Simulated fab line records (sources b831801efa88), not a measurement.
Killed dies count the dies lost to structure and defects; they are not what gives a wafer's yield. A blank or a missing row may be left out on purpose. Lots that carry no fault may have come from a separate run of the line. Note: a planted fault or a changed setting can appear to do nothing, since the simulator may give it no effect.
Which tool is to blame? + flow sky130 + 11 lots, 33 wafers sampled, at 7 steps of a route of 708

== WHAT THE GAUGES READ, wafer by wafer ==
SKY_VT_ADJUST_LVTN_OVL_MEAS_07.
| lot  | measured     | on         | VT_ADJUST_LVTN_OVL (nm) |
|------|--------------|------------|-------------------------|
| L332 | day 6 18:31  | overlay-02 | -1.1 -0.7 0.4           |
| L337 | day 7 19:40  | overlay-01 | 0.3 0.7 -0.5            |
| L339 | day 8 04:11  | overlay-02 | -0.1 -0.6 0.2           |
| L341 | day 8 07:44  | overlay-01 | - - -                   |
| L342 | day 8 11:20  | overlay-01 | - - -                   |
| L343 | day 8 14:50  | overlay-01 | - - -                   |
| L345 | day 8 19:46  | overlay-01 | -1.1 0.0 0.3            |
| L346 | day 8 22:31  | overlay-02 | -0.9 1.9 0.9            |
| L348 | day 9 12:38  | overlay-02 | -1.9 0.9 -1.8           |
| L352 | day 16 12:34 | overlay-02 | -0.5 3.5 -0.2           |
| L353 | day 16 14:04 | overlay-01 | -0.2 0.7 0.2            |

SKY_VT_ADJUST_LVTN_TW_MEAS_21.
| lot  | measured     | on           | VT_ADJUST_LVTN_2_TW |
|------|--------------|--------------|---------------------|
| L332 | day 7 08:46  | filmMetro-03 | 189.4 189.7 189.1   |
| L337 | day 8 07:41  | filmMetro-04 | 189.4 190.2 189.3   |
| L339 | day 8 14:47  | filmMetro-03 | 188.9 190.2 190.2   |
| L341 | day 8 17:57  | filmMetro-02 | 264.5 264.4 264.6   |
| L342 | day 8 20:50  | filmMetro-02 | 265.3 265.7 265.3   |
| L343 | day 9 00:50  | filmMetro-02 | 264.4 264.7 263.4   |
| L345 | day 9 15:39  | filmMetro-02 | 186.6 186.0 186.6   |
| L346 | day 9 21:35  | filmMetro-03 | 190.5 190.2 190.3   |
| L348 | day 10 06:47 | filmMetro-02 | 185.7 186.4 185.5   |
| L352 | day 17 17:18 | filmMetro-02 | 186.0 185.5 187.1   |
| L353 | day 17 18:38 | filmMetro-03 | 189.8 190.8 190.2   |

SKY_VT_ADJUST_NCORE_TW_MEAS_11.
| lot  | measured     | on           | VT_ADJUST_NCORE_TW |
|------|--------------|--------------|--------------------|
| L332 | day 7 21:38  | filmMetro-03 | 221.8 223.2 222.0  |
| L337 | day 8 17:38  | filmMetro-01 | 215.9 216.1 217.2  |
| L339 | day 9 00:39  | filmMetro-01 | 217.0 217.9 216.9  |
| L341 | day 9 10:16  | filmMetro-04 | 279.9 280.3 279.0  |
| L342 | day 9 19:02  | filmMetro-03 | 285.2 284.3 285.9  |
| L343 | day 9 23:36  | filmMetro-01 | 279.5 280.5 281.3  |
| L345 | day 10 08:38 | filmMetro-04 | 216.8 217.2 217.7  |
| L346 | day 10 13:07 | filmMetro-03 | 220.7 220.8 219.3  |
| L348 | day 10 21:26 | filmMetro-01 | 215.9 217.0 215.9  |
| L352 | day 18 22:15 | filmMetro-04 | 216.2 216.6 217.1  |
| L353 | day 18 23:45 | filmMetro-01 | 216.5 215.8 215.8  |

SKY_VT_ADJUST_HVTR_OVL_MEAS_08.
| lot  | measured     | on         | VT_ADJUST_HVTR_OVL (nm) |
|------|--------------|------------|-------------------------|
| L332 | day 8 08:55  | overlay-02 | 0.2 1.3 0.0             |
| L337 | day 9 08:49  | overlay-01 | 0.2 1.2 1.8             |
| L339 | day 9 23:01  | overlay-01 | -1.0 -0.1 -1.1          |
| L341 | day 10 02:58 | overlay-02 | 0.4 -1.6 -0.1           |
| L342 | day 10 10:56 | overlay-01 | -2.0 -2.0 -1.3          |
| L343 | day 10 14:19 | overlay-02 | -0.2 -3.4 -1.9          |
| L345 | day 10 23:07 | overlay-01 | -0.2 1.3 1.9            |
| L346 | day 11 06:34 | overlay-02 | -1.4 -0.4 -0.5          |
| L348 | day 11 18:17 | overlay-01 | -1.4 -1.0 -1.6          |
| L352 | day 20 04:22 | overlay-02 | -1.6 -1.3 -2.5          |
| L353 | day 20 05:37 | overlay-02 | 0.9 0.2 1.0             |

== EACH LOT AND THE TOOL THAT RAN IT (in order: tool; ch and the chambers of the sampled wafers; start) ==
| lot  | SKY_FIELD_ISO_STRIP_16             | SKY_DNWELL_STRIP_08                 | SKY_VT_ADJUST_LVTN_COAT_02       |
|------|------------------------------------|-------------------------------------|----------------------------------|
| L332 | plasmaAsher-02 ch 0,1, day 2 09:16 | plasmaAsher-04 ch 0,1, day 3 08:44  | lithoTrack-01 ch 0, day 6 11:16  |
| L337 | plasmaAsher-03 ch 0,1, day 3 12:34 | plasmaAsher-03 ch 0,1, day 4 12:58  | lithoTrack-01 ch 0, day 7 12:55  |
| L339 | plasmaAsher-02 ch 0,1, day 3 21:11 | plasmaAsher-04 ch 0,1, day 5 00:53  | lithoTrack-03 ch 0, day 7 22:01  |
| L341 | plasmaAsher-03 ch 0,1, day 4 09:23 | plasmaAsher-03 ch 0,1, day 5 09:19  | lithoTrack-01, day 8 02:28       |
| L342 | plasmaAsher-03 ch 0,1, day 4 15:53 | plasmaAsher-04 ch 0,1, day 5 15:28  | lithoTrack-01, day 8 06:04       |
| L343 | plasmaAsher-02 ch 0, day 4 20:16   | plasmaAsher-04 ch 0,1, day 5 18:40  | lithoTrack-01, day 8 09:14       |
| L345 | plasmaAsher-04 ch 0,1, day 5 06:25 | plasmaAsher-03 ch 0,1, day 6 05:22  | lithoTrack-01 ch 0, day 8 15:10  |
| L346 | plasmaAsher-04 ch 0,1, day 5 10:49 | plasmaAsher-03 ch 0,1, day 6 10:13  | lithoTrack-01 ch 0, day 8 17:58  |
| L348 | plasmaAsher-03 ch 0,1, day 5 19:23 | plasmaAsher-03 ch 0,1, day 6 17:38  | lithoTrack-03 ch 0, day 8 22:59  |
| L352 | plasmaAsher-03 ch 0,1, day 9 15:03 | plasmaAsher-03 ch 0,1, day 11 07:37 | lithoTrack-03 ch 0, day 15 22:10 |
| L353 | plasmaAsher-04 ch 0, day 9 15:17   | plasmaAsher-03 ch 0,1, day 11 08:02 | lithoTrack-03 ch 0, day 15 23:28 |
- SKY_FIELD_ISO_STRIP_16: strips in O2/N2.
- SKY_DNWELL_STRIP_08: strips in O2/N2.
- SKY_VT_ADJUST_LVTN_COAT_02: resist thk 3000 nm.

== WHAT THE TOOLS THEMSELVES READ (means of the sampled wafers that have a number; where no wafer has one, the mark that the record gives instead) ==
SKY_FIELD_ISO_STRIP_16.
| lot  | tool           | drypumpMotorCurrentA (A) | oesProductAu (a.u.) | stripTimeToEndpointS (s) |
|------|----------------|--------------------------|---------------------|--------------------------|
| L332 | plasmaAsher-02 | 5.97                     | 0.374               | 3.54                     |
| L337 | plasmaAsher-03 | 5.96                     | 0.376               | 3.57                     |
| L339 | plasmaAsher-02 | 5.96                     | 0.375               | 3.58                     |
| L341 | plasmaAsher-03 | 6.04                     | 0.384               | 3.58                     |
| L342 | plasmaAsher-03 | 6.04                     | 0.374               | 3.52                     |
| L343 | plasmaAsher-02 | 5.98                     | 0.383               | 3.59                     |
| L345 | plasmaAsher-04 | 5.68                     | 0.376               | 3.55                     |
| L346 | plasmaAsher-04 | 5.66                     | 0.376               | 3.56                     |
| L348 | plasmaAsher-03 | 5.93                     | 0.380               | 3.55                     |
| L352 | plasmaAsher-03 | 5.94                     | 0.375               | 3.51                     |
| L353 | plasmaAsher-04 | 5.56                     | 0.384               | 3.55                     |

SKY_DNWELL_STRIP_08.
| lot  | tool           | drypumpMotorCurrentA (A) | oesProductAu (a.u.) | stripTimeToEndpointS (s) |
|------|----------------|--------------------------|---------------------|--------------------------|
| L332 | plasmaAsher-04 | 5.67                     | 0.722               | 36.96                    |
| L337 | plasmaAsher-03 | 6.05                     | 0.723               | 36.92                    |
| L339 | plasmaAsher-04 | 5.65                     | 0.717               | 36.98                    |
| L341 | plasmaAsher-03 | 6.05                     | 0.721               | 36.77                    |
| L342 | plasmaAsher-04 | 5.78                     | 0.720               | 36.83                    |
| L343 | plasmaAsher-04 | 5.67                     | 0.725               | 36.79                    |
| L345 | plasmaAsher-03 | 5.94                     | 0.722               | 37.00                    |
| L346 | plasmaAsher-03 | 5.95                     | 0.728               | 36.70                    |
| L348 | plasmaAsher-03 | 6.06                     | 0.724               | 36.99                    |
| L352 | plasmaAsher-03 | 6.05                     | 0.723               | 37.02                    |
| L353 | plasmaAsher-03 | 6.04                     | 0.722               | 37.14                    |

SKY_VT_ADJUST_LVTN_COAT_02.
| lot  | tool          | chillPlateTempC (C) | dispensePressureKPa (kPa) | exhaustPa (Pa) |
|------|---------------|---------------------|---------------------------|----------------|
| L332 | lithoTrack-01 | 22.94               | 50                        | 45.4           |
| L337 | lithoTrack-01 | 23.13               | 50                        | 44.5           |
| L339 | lithoTrack-03 | 23.14               | 51                        | 45.1           |
| L341 | lithoTrack-01 | -                   | -                         | -              |
| L342 | lithoTrack-01 | -                   | -                         | -              |
| L343 | lithoTrack-01 | -                   | -                         | -              |
| L345 | lithoTrack-01 | 22.92               | 50                        | 45.2           |
| L346 | lithoTrack-01 | 22.90               | 50                        | 44.3           |
| L348 | lithoTrack-03 | 23.00               | 51                        | 45.1           |
| L352 | lithoTrack-03 | 22.97               | 51                        | 45.0           |
| L353 | lithoTrack-03 | 23.06               | 51                        | 45.1           |

== THE ANSWER, worked out from the rows above alone ==
Rule: usual is defined by the lots themselves. Put in order of their means at a reading, lots are off if they are a third of the lots or fewer, leave a main group of 4 or more, and stand apart from it by a gap of 3 or more times the standard deviation of the main group's means; of several such gaps the widest counts. Not used: any main group whose means are identical at the precision the tables above print for the reading. Also off: a lot with no number at a reading for which 4 or more lots have one. The other lots that the step has rows for count as sound. The gauges are gone through in route order, then the tools' own readings, and for those a lot's mean is taken as printed above. The first step at which some lot is off is used, and at that step the reading that is off furthest; a lot without a number counts as furthest.
Off: at SKY_VT_ADJUST_LVTN_OVL_MEAS_07 (VT_ADJUST_LVTN_OVL), L341, L342, L343. Without a number there: L341, L342, L343. The main group: mean 0.0 nm, standard deviation 0.56.
If a tool, at a process step before that reading, ran all the lots that are off and no sound lot after the first of them, it fits. Not tried: the gauges at SKY_VT_ADJUST_LVTN_OVL_MEAS_07; whatever is off there is also off at SKY_VT_ADJUST_LVTN_TW_MEAS_21, on other tools, and gauge error can't account for it. No candidate that was tried fits.

== WHAT HAD BEEN PUT IN BY THE SIMULATOR ==
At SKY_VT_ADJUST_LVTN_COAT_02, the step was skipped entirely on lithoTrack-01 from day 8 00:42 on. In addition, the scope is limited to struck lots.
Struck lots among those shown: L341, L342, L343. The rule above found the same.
